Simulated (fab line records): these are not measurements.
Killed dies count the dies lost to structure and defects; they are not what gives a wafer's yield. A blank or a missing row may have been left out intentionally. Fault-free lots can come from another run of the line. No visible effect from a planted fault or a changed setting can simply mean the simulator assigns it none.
fab line records	flow sky130
record lots=11	wafers=33	last_day=49
route steps=708 shown NWELL@67 VT_ADJUST_LVTN@104 VT_ADJUST_PCH@151 SONOS_ONO@185 PAD_OPEN@708
lots with no fault: from the same line, run without faults
start_h: the number of hours between the record's first day and the start of the first shown wafer of the lot	wait_h: hours from the lot's prior step to this one	" identical to the entry in the row above	L1.1+2: a row that stands for several wafers	- value missing, or start not given	* or withheld: withheld	< > ~ a bound
route shown NAME@n: names a module that has steps shown in the file, with the first one's number in the route	usual: mean/standard deviation taken from wafers without a fault	same: alike in all rows	chamber/n: place in a boat	sites: readings site by site	_std_site: standard deviation across them	_edge_site: mean of outer sites minus mean of inner sites	radius_mm: for every site, how far away it sits from the centre of the wafer	mask NAME#n: copy n	behind: tool/chamber where the wafer was last shaped	hold: the reason the lot was held/the length of the hold in hours/how it ended	device: which transistor (n, p or np) failed to switch	end of line: the same wafers' tests at the end of the route	a step with no rows: only its recipe	killed: count of dies lost to structure and defects at first sort (not the wafer's yield)	map: a wafer's dies, x killed, . not, _ none there
set.NAME: setting as actually run; set.NAME@STEP: the setting as run at that earlier step	model.NAME: the simulator's own value behind a step, which no gauge read
a sample of lots followed through the steps of the route, with each step as a table and each wafer as a row
services: from which hour (start_h, from the record's first day; less than 0 if before it) a tool's chamber was out of use, for how many hours, and why
## steps
# step SKY_NWELL_STRIP_14
# recipe chemistry=O2/N2	power_w=1400	pressure_mtorr=1500	platen_temp_c=withheld	o2_flow_sccm=3000	n2_flow_sccm=300	overash_fraction=0.5
# usual drypump_motor_current_A=5.8/0.42	oes_product_au=0.722/0.0046	strip_time_to_endpoint_s=36.94/0.091
lot.wafer	tool	chamber	start_h	wait_h	drypump_motor_current_A	oes_product_au	rf_hours_counter_h	strip_time_to_endpoint_s
L577.2	plasma_asher-04	1	83.97	0.1	5.7	0.724	27	37.03
L577.3	"	1	"	"	5.7	0.720	-	36.99
L577.4	"	0	"	"	5.2	0.723	-	36.96
L580.2	plasma_asher-01	0	101.15	0.1	5.8	0.721	43	36.92
L580.4	"	1	"	"	6.1	0.720	-	36.95
L580.5	"	1	"	"	6.1	0.725	-	36.97
L581.1	plasma_asher-02	1	109.52	0.1	6.5	0.714	44	36.77
L581.3	"	0	"	"	6.2	0.727	-	36.89
L581.4	"	1	"	"	6.5	0.725	-	36.85
L583.3	plasma_asher-04	1	126.55	0.1	5.7	0.727	-	37.07
L583.5	"	0	"	"	5.2	0.728	-	37.21
L583.6	"	1	"	"	5.7	0.725	-	37.12
L585.3	plasma_asher-01	0	134.05	0.1	5.7	0.725	-	37.00
L585.5	"	1	"	"	6.1	0.714	-	37.03
L585.6	"	0	"	"	5.7	0.720	-	36.88
L584.1	plasma_asher-01	0	134.52	0.1	5.7	0.719	2	37.00
L584.4	"	0	"	"	5.7	0.721	-	36.94
L584.5	"	0	"	"	5.7	0.723	-	37.07
L588.2	plasma_asher-04	0	150.52	0.1	5.2	0.723	33	36.97
L588.3	"	0	"	"	5.2	0.724	-	37.01
L588.4	"	1	"	"	5.7	0.719	-	36.98
L589.1	plasma_asher-04	0	154.72	0.1	5.2	0.727	33	36.98
L589.5	"	1	"	"	5.7	0.724	-	36.99
L589.6	"	0	"	"	5.2	0.723	-	37.03
L590.1	plasma_asher-01	1	163.27	0.1	6.1	0.718	4	36.90
L590.3	"	0	"	"	5.8	0.722	-	36.86
L590.6	"	0	"	"	5.7	0.720	-	36.96
L592.1	plasma_asher-04	0	173.77	0.1	5.2	0.719	35	36.86
L592.2	"	1	"	"	5.7	0.720	35	36.86
L592.5	"	0	"	"	5.2	0.723	-	36.87
L593.2	plasma_asher-02	1	176.42	0.1	6.5	0.715	51	37.04
L593.3	"	0	"	"	6.3	0.719	-	36.95
L593.4	"	1	"	"	6.5	0.723	-	36.89
# step SKY_VT_ADJUST_LVTN_OVL_MEAS_07
# usual VT_ADJUST_LVTN_OVL=0.8/1.5
lot.wafer	tool	chamber	start_h	wait_h	VT_ADJUST_LVTN_OVL[nm]
L577.2	overlay-02	-	139.69	-	0.6
L577.3	"	-	"	"	-0.2
L577.4	"	-	"	"	-1.1
L580.2	overlay-01	-	157.94	-	1.5
L580.4	"	-	"	"	-1.3
L580.5	"	-	"	"	2.6
L581.1	overlay-01	-	167.13	-	1.3
L581.3	"	-	"	"	2.2
L581.4	"	-	"	"	1.0
L583.3	overlay-01	-	188.03	-	2.3
L583.5	"	-	"	"	0.3
L583.6	"	-	"	"	0.5
L585.3	overlay-01	-	195.70	-	3.2
L585.5	"	-	"	"	1.1
L585.6	"	-	"	"	0.4
L584.1	overlay-01	-	196.28	-	-0.9
L584.4	"	-	"	"	-0.1
L584.5	"	-	"	"	1.6
L588.2	overlay-01	-	213.22	-	2.0
L588.3	"	-	"	"	1.3
L588.4	"	-	"	"	0.7
L589.1	overlay-02	-	214.42	-	-0.2
L589.5	"	-	"	"	0.7
L589.6	"	-	"	"	-0.1
L590.1	overlay-02	-	231.24	-	1.0
L590.3	"	-	"	"	0.7
L590.6	"	-	"	"	-0.5
L592.1	overlay-02	-	237.18	-	-1.0
L592.2	"	-	"	"	-0.2
L592.5	"	-	"	"	-0.5
L593.2	overlay-01	-	253.24	-	2.1
L593.3	"	-	"	"	1.8
L593.4	"	-	"	"	0.8
# step SKY_VT_ADJUST_PCH_IMPLANT_08
# recipe species=B	energy_kev=10	dose_cm2=5e+11	tilt_deg=withheld
# usual beam_on_s=10.02/0.22	end_station_pressure_torr=5.03e-06/2.4e-07	faraday_current_uA=2.82/0.06
lot.wafer	tool	chamber	start_h	wait_h	beam_on_s	end_station_pressure_torr	faraday_current_uA
L577.2	implanter-02	0	230.95	0.0	10.17	5.2e-06	2.78
L577.3	"	0	"	"	10.10	4.75e-06	2.80
L577.4	"	0	"	"	9.74	5.06e-06	2.90
L580.2	implanter-01	0	253.09	0.0	9.93	5e-06	2.83
L580.4	"	0	"	"	9.57	4.96e-06	2.94
L580.5	"	0	"	"	10.26	5.29e-06	2.75
L581.1	implanter-02	0	255.72	0.0	10.06	5.01e-06	2.80
L581.3	"	0	"	"	10.10	4.91e-06	2.78
L581.4	"	0	"	"	10.20	5.42e-06	2.77
L583.3	implanter-02	0	279.17	0.1	9.82	5.34e-06	2.86
L583.5	"	0	"	"	9.68	4.7e-06	2.92
L583.6	"	0	"	"	9.79	4.82e-06	2.87
L585.3	implanter-01	0	282.45	0.1	10.09	5.15e-06	2.80
L585.5	"	0	"	"	10.06	5.2e-06	2.81
L585.6	"	0	"	"	9.84	5.13e-06	2.87
L584.1	implanter-03	0	284.27	0.0	10.16	5.19e-06	2.78
L584.4	"	0	"	"	10.18	5.12e-06	2.77
L584.5	"	0	"	"	10.09	4.96e-06	2.81
L588.2	implanter-01	0	306.25	0.0	10.35	4.82e-06	2.74
L588.3	"	0	"	"	9.72	5.03e-06	2.90
L588.4	"	0	"	"	10.19	5.23e-06	2.77
L589.1	implanter-03	0	310.77	0.0	10.13	5.67e-06	2.78
L589.5	"	0	"	"	10.10	5.07e-06	2.80
L589.6	"	0	"	"	10.23	5.4e-06	2.75
L590.1	implanter-02	0	331.37	0.0	10.29	4.87e-06	2.75
L590.3	"	0	"	"	9.90	4.91e-06	2.84
L590.6	"	0	"	"	9.96	4.73e-06	2.85
L592.1	implanter-03	0	337.87	0.0	12.61	0.00010348	2.26
L592.2	"	0	"	"	12.23	9.925e-05	2.34
L592.5	"	0	"	"	12.48	0.00010928	2.29
L593.2	implanter-03	0	354.58	0.0	12.75	0.00010926	2.22
L593.3	"	0	"	"	12.18	9.451e-05	2.34
L593.4	"	0	"	"	12.60	0.00010015	2.27
# step SKY_VT_ADJUST_PCH_TW_MEAS_10
# usual VT_ADJUST_PCH_TW=142.3/1.7
lot.wafer	tool	chamber	start_h	wait_h	hold	VT_ADJUST_PCH_TW
L577.2	film_metro-04	-	231.18	0.1	-	140.7
L577.3	"	-	"	"	-	140.0
L577.4	"	-	"	"	-	140.5
L580.2	film_metro-03	-	253.33	0.1	-	142.9
L580.4	"	-	"	"	-	144.1
L580.5	"	-	"	"	-	144.4
L581.1	film_metro-02	-	255.97	0.1	-	142.7
L581.3	"	-	"	"	-	143.6
L581.4	"	-	"	"	-	143.4
L583.3	film_metro-02	-	279.39	0.1	-	144.4
L583.5	"	-	"	"	-	143.9
L583.6	"	-	"	"	-	143.5
L585.3	film_metro-02	-	282.67	0.1	-	143.9
L585.5	"	-	"	"	-	143.6
L585.6	"	-	"	"	-	144.1
L584.1	film_metro-02	-	284.52	0.1	-	142.9
L584.4	"	-	"	"	-	143.3
L584.5	"	-	"	"	-	143.5
L588.2	film_metro-03	-	306.48	0.1	-	142.5
L588.3	"	-	"	"	-	142.8
L588.4	"	-	"	"	-	143.8
L589.1	film_metro-02	-	311.02	0.1	-	143.5
L589.5	"	-	"	"	-	143.8
L589.6	"	-	"	"	-	143.2
L590.1	film_metro-02	-	331.62	0.1	-	144.6
L590.3	"	-	"	"	-	144.4
L590.6	"	-	"	"	-	144.1
L592.1	film_metro-02	-	338.12	0.1	await_dispo/0.2h/release	152.3
L592.2	"	-	"	"	await_dispo/0.2h/release	152.5
L592.5	"	-	"	"	await_dispo/0.2h/release	152.0
L592.1	film_metro-02	-	338.34	0.2	-	151.5
L592.2	"	-	"	"	-	151.7
L592.5	"	-	"	"	-	152.0
L593.2	film_metro-04	-	354.81	0.1	-	148.4
L593.3	"	-	"	"	-	148.9
L593.4	"	-	"	"	-	148.2
# step SKY_SONOS_ONO_STRIP_17
# recipe chemistry=O2/N2	power_w=1400	pressure_mtorr=1500	platen_temp_c=withheld	o2_flow_sccm=3000	n2_flow_sccm=300	overash_fraction=0.5
# usual drypump_motor_current_A=5.9/0.44	oes_product_au=0.710/0.0047	strip_time_to_endpoint_s=14.11/0.032
lot.wafer	tool	chamber	start_h	wait_h	drypump_motor_current_A	oes_product_au	rf_hours_counter_h	strip_time_to_endpoint_s
L577.2	plasma_asher-02	0	284.94	0.0	6.3	0.708	62	14.12
L577.3	"	1	"	"	6.5	0.715	-	14.14
L577.4	"	0	"	"	6.3	0.714	-	14.16
L580.2	plasma_asher-02	0	306.10	0.0	6.3	0.712	64	14.10
L580.4	"	0	"	"	6.2	0.703	-	14.12
L580.5	"	0	"	"	6.3	0.710	-	14.10
L581.1	plasma_asher-02	0	311.40	0.0	6.3	0.703	65	14.11
L581.3	"	0	"	"	6.3	0.719	-	14.11
L581.4	"	1	"	"	6.5	0.707	-	14.15
L583.3	plasma_asher-01	1	339.04	0.0	6.1	0.702	-	14.12
L583.5	"	0	"	"	5.7	0.715	-	14.02
L583.6	"	1	"	"	6.1	0.718	-	14.09
L585.3	plasma_asher-01	1	339.98	0.0	6.1	0.712	-	14.13
L585.5	"	1	"	"	6.1	0.715	-	14.11
L585.6	"	0	"	"	5.7	0.705	-	14.11
L584.1	plasma_asher-01	1	344.15	0.0	6.1	0.700	19	14.09
L584.4	"	1	"	"	6.1	0.715	-	14.09
L584.5	"	1	"	"	6.1	0.708	-	14.07
L588.2	plasma_asher-03	1	365.55	0.0	5.7	0.710	67	14.07
L588.3	"	1	"	"	5.7	0.715	-	14.07
L588.4	"	0	"	"	5.2	0.713	-	14.04
L589.1	plasma_asher-03	0	371.35	0.0	5.2	0.711	68	14.09
L589.5	"	1	"	"	5.7	0.708	-	14.07
L589.6	"	0	"	"	5.2	0.708	-	14.06
L590.1	plasma_asher-01	0	391.65	0.0	5.7	0.703	24	14.16
L590.3	"	0	"	"	5.8	0.717	-	14.13
L590.6	"	1	"	"	6.1	0.710	-	14.13
L592.1	plasma_asher-01	0	400.05	0.0	5.7	0.715	25	14.21
L592.2	"	1	"	"	6.1	0.706	25	14.15
L592.5	"	1	"	"	6.1	0.706	-	14.15
L593.2	plasma_asher-03	0	416.64	0.0	5.2	0.704	73	14.15
L593.3	"	1	"	"	5.7	0.714	-	14.11
L593.4	"	0	"	"	5.2	0.710	-	14.12
# step SKY_PAD_OPEN_PROBE_99
# usual killed_at_M0_to_M3=43/6.3	killed_at_M4_up=3.3/1.7	killed_at_contacts=24/5.4	killed_at_front_end=16/4.6	killed_at_other=0.4/0.7	killed_dies=87/9.4	killed_open=47/6.9	killed_short=39/6.1
# same gross_dies=492	killed_at_back_side=0
lot.wafer	tool	chamber	start_h	wait_h	killed_at_M0_to_M3	killed_at_M4_up	killed_at_contacts	killed_at_front_end	killed_at_other	killed_dies	killed_open	killed_short
L590.1	prober-02	-	1156.85	0.1	49	3	16	13	0	81	36	42
L590.3	prober-02	-	1156.95	0.2	57	2	18	11	0	88	51	34
L590.6	prober-02	-	1157.10	0.2	56	3	18	13	0	90	56	31
# killed by level:class
L590.1 VIA1:geometric_particle:short=8 VIA3:geometric_particle:open=8 VIA1:geometric_particle:open=6 METAL2:geometric_particle:short=6 LI_CONTACT:geometric_particle:open=5 CONTACT:geometric_particle:open=5 VIA2:geometric_particle:open=5 METAL3:geometric_particle:short=5
L590.3 VIA1:geometric_particle:open=17 VIA3:geometric_particle:open=12 CONTACT:geometric_particle:open=9 VIA1:geometric_particle:short=8 VIA2:geometric_particle:open=6 CONTACT:geometric_particle:short=5 VIA3:geometric_particle:short=5 POLY_GATE:coat_microbubble_printed=3
L590.6 VIA3:geometric_particle:open=14 VIA1:geometric_particle:open=11 VIA2:geometric_particle:open=10 CONTACT:geometric_particle:open=8 METAL2:geometric_particle:short=5 METAL1:geometric_particle:short=4 POLY_GATE:geometric_particle:open=3 LI_CONTACT:geometric_particle:open=3
## services
tool	chamber	start_h	hours	kind
implanter-02	-	76.75	1.9	repair
implanter-01	-	86.18	3.0	pm
plasma_asher-01	-	108.75	9.0	pm
plasma_asher-01	0	108.75	9.0	vent_cycle
plasma_asher-01	1	108.75	9.0	vent_cycle
plasma_asher-04	-	111.77	4.8	repair
plasma_asher-01	0	117.75	-	clean
plasma_asher-01	1	117.75	-	clean
implanter-03	-	152.00	13.5	repair
implanter-01	-	156.32	7.0	repair
implanter-02	-	165.65	2.2	repair
implanter-02	-	170.12	3.3	pm
implanter-03	-	197.17	1.8	repair
implanter-03	-	208.88	1.8	repair
implanter-01	-	236.77	1.3	repair
implanter-03	-	255.38	1.4	repair
plasma_asher-01	-	280.96	28.1	pm
implanter-01	-	323.61	6.0	repair
implanter-01	-	327.48	5.4	repair
implanter-01	-	340.56	3.1	pm
plasma_asher-01	-	354.10	7.1	repair
plasma_asher-02	-	357.24	28.1	pm
plasma_asher-01	-	408.23	14.6	pm
## key
first_sign step=SKY_VT_ADJUST_PCH_IMPLANT_08	reading=end_station_pressure_torr	direction=up	sigmas=99+	usual=5.03e-06	struck=0.00010266
effect step=SKY_VT_ADJUST_PCH_IMPLANT_08	reading=beam_on_s	direction=up	sigmas=11	usual=10.02	struck=12.47
effect step=SKY_VT_ADJUST_PCH_TW_MEAS_10	reading=visit	direction=added
met_at SKY_VT_ADJUST_PCH_IMPLANT_08
struck_lots L592,L593
tester_left_out L592,L593
not_acting_at SKY_NWELL_STRIP_14,SKY_VT_ADJUST_LVTN_OVL_MEAS_07,SKY_SONOS_ONO_STRIP_17
onset_between 310.77 337.87
fault kind=process_parameter_drift	tool=implanter-03	chamber=-	onset_h=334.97	steps=SKY_VT_ADJUST_PCH_IMPLANT_08	channel=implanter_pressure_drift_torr	offset=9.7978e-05	shape=step	end_h=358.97
fault kind=process_parameter_drift	tool=implanter-03	chamber=-	onset_h=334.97	steps=SKY_VT_ADJUST_PCH_IMPLANT_08	channel=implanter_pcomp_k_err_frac	offset=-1	shape=step	end_h=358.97
# tester_left_out: of these lots the tester's yield and bins aren't shown, on N5 and GAA mostly nor the transistor test; their killed dies are dies lost to structure and defects alone, not to doping, threshold or leakage, so they don't give the yield
